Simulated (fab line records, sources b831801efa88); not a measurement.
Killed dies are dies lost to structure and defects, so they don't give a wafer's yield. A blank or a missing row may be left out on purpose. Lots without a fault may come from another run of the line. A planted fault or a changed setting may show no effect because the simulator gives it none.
Problem report in the 8D (eight disciplines) form, filled by code | flow sky130 | the parts of the form that need people (team, actions taken, sign-off) are left out

1. THE PROBLEM
cathode_dc_power_W at SKY_METAL2_SPUTTER_00 reads a mean of 2906.6 W on 1 wafer of 1 lot; wafers without a fault read 3000.1 W with a standard deviation of 0.57. That is -99 or more standard deviations from the usual mean.
The step: material Ti, target thk 15 nm, time 10 s.
First seen on wafer L268.3, day 37 06:22, on pvd_sputter-03. The record holds 15 wafers of 5 lots with a number at this step. Rule for "out", or "out of limits": more than 4 standard deviations from the usual mean. The other wafers with a number count as sound.

2. WHAT IT IS AND WHAT IT IS NOT
question                    | is                 | is not
which readings at this step | cathode_dc_power_W | chamber_pressure_pa, throttle_valve_pct
which lots                  | L268               | L259, L261, L275, L276
which wafers of those lots  | L268.3             | L268.4, L268.6
read on which tools         | pvd_sputter-03     | pvd_sputter-01
when                        | from day 37 06:22  | up to then (8 sound wafers); but 6 sound wafers of L275, L276 came after

3. SUSPECTS, AND WHAT RULES EACH OUT
Counting: a tool at a process step up to the reading stays a suspect if it ran every lot that is out. Sound lots after the first of them don't rule it out here, since some wafers of a struck lot are sound.
- rie_diel-01 at SKY_VIA1_ETCH_14 (etches BARC in N2/H2, stops on SiO2, time 45.9 s, target depth 60 nm): kept. It ran the lot that is out, L268 (day 37 05:02); its last sound lot up to then is L261 (day 34 19:17).
- plasma_asher-02 at SKY_VIA1_STRIP_16 (strips in O2/N2): kept. It ran the lot that is out, L268 (day 37 05:10); its last sound lot up to then is L261 (day 34 19:22).
- pvd_sputter-02 at SKY_VIA1_SPUTTER_20 (material TiN, target thk 20 nm, time 80 s): kept. It ran the lot that is out, L268 (day 37 05:44); its last sound lot up to then is L261 (day 34 19:58).
- cvd_w-01 at SKY_VIA1_CVD_21 (deposits W, target thk 270 nm, time 80.902 s): kept. It ran the lot that is out, L268 (day 37 05:49).
- cmp-02 at SKY_VIA1_CMP_24 (polishes, stops on SiO2, t overpolish 15 s, target thk 0 nm): kept. It ran the lot that is out, L268 (day 37 06:07); its last sound lot up to then is L259 (day 34 06:50).
- pvd_sputter-03 at SKY_METAL2_SPUTTER_00 (material Ti, target thk 15 nm, time 10 s): kept. It ran the lot that is out, L268 (day 37 06:22); its last sound lot up to then is L259 (day 34 07:08). Its own readings are out on those wafers: cathode_dc_power_W.
- Within cvd_w-01 at SKY_VIA1_CVD_21: the wafers that are out ran in chamber 1; their sound lot-mates ran in chamber 0.
Left after counting: rie_diel-01 at SKY_VIA1_ETCH_14, plasma_asher-02 at SKY_VIA1_STRIP_16, pvd_sputter-02 at SKY_VIA1_SPUTTER_20, cvd_w-01 at SKY_VIA1_CVD_21, cmp-02 at SKY_VIA1_CMP_24, pvd_sputter-03 at SKY_METAL2_SPUTTER_00.

4. THE CAUSE (what the simulator had put in)
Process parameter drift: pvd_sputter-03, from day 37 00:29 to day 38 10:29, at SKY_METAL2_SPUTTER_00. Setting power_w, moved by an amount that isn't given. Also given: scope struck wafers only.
Counting left 6 suspects, and this tool is among them.

5. THE CHAIN OF EFFECTS, in route order
Each row: a reading whose mean over the struck wafers that have a number lies more than 3 standard deviations from the usual. Only readings for which the record gives a usual standard deviation are gone through. hours: the time from each lot's start at the first step in this table that gives one to its start at this step, as a median over the lots. sigmas: the change in usual standard deviations.
hours | step                  | reading            | usual    | on struck wafers | change | sigmas
0     | SKY_METAL2_SPUTTER_00 | cathode_dc_power_W | 3000.1 W | 2906.6           | -93.5  | -99 or more
The process steps in it:
- SKY_METAL2_SPUTTER_00: material Ti, target thk 15 nm, time 10 s.

6. WHAT WOULD HAVE CAUGHT IT SOONER
In this record the first reading out of limits was taken at day 37 06:22, 6 hours after the fault began at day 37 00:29.
